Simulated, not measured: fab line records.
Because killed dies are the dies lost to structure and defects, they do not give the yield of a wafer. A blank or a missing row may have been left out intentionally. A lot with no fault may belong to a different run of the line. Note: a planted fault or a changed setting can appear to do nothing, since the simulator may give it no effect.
Matching of chambers | flow sky130 | pecvd-01 running SKY_CAP2M_CVD_00: 3 sister chambers
The step deposits SiO2, target thk 15.5 nm. 6 wafers are shown with their chamber, then 7 later ones without.

WAFERS, EACH WITH ITS CHAMBER
wafer  | chamber | heater power w (W) | susceptor temp C (C)
L087.1 | 0       | 841                | 399.71
L089.1 | 2       | 919                | 399.88
L089.3 | 1       | 618                | 399.96
L089.5 | 0       | 717                | 399.96
L090.1 | 1       | 692                | 400.04
L090.2 | 2       | 866                | 400.31

WAFERS WITHOUT THEIR CHAMBER
wafer  | heater power w (W) | susceptor temp C (C)
L090.5 | 887                | 400.41
L091.1 | 882                | 400.11
L091.3 | 703                | 399.98
L091.5 | 736                | 400.15
L094.3 | 937                | 399.82
L094.4 | 616                | 400.21
L094.5 | 846                | 399.68

WHICH CHAMBER EACH ONE RAN IN
wafer  | from the rows above          | in truth
L090.5 | can't be placed: 2 or 0      | 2
L091.1 | can't be placed: 2 or 0      | 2
L091.3 | can't be placed: 1 or 0      | 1
L091.5 | can't be placed: 1 or 0 or 2 | 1
L094.3 | can't be placed: 2 or 0      | 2
L094.4 | can't be placed: 1 or 0      | 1
L094.5 | can't be placed: 0 or 2      | 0
0 of 7 placed correctly. Unplaceable from these rows: 7, with the true chamber sitting among the candidates in 7. Number placed wrongly: 0.
How it was worked out, from the rows above alone: a wafer's distance from a chamber is the root of the sum, over the readings, of the square of ((its reading less the chamber's mean) divided by the reading's scatter). The wafer belongs to the nearest chamber; if the next one is less than 2 further off, it can't be placed. Each chamber's mean is taken over the wafers shown for it. The scatter: take each reading less its chamber's mean, square it, sum over the shown wafers, divide by the number of wafers less the number of chambers, and take the root.
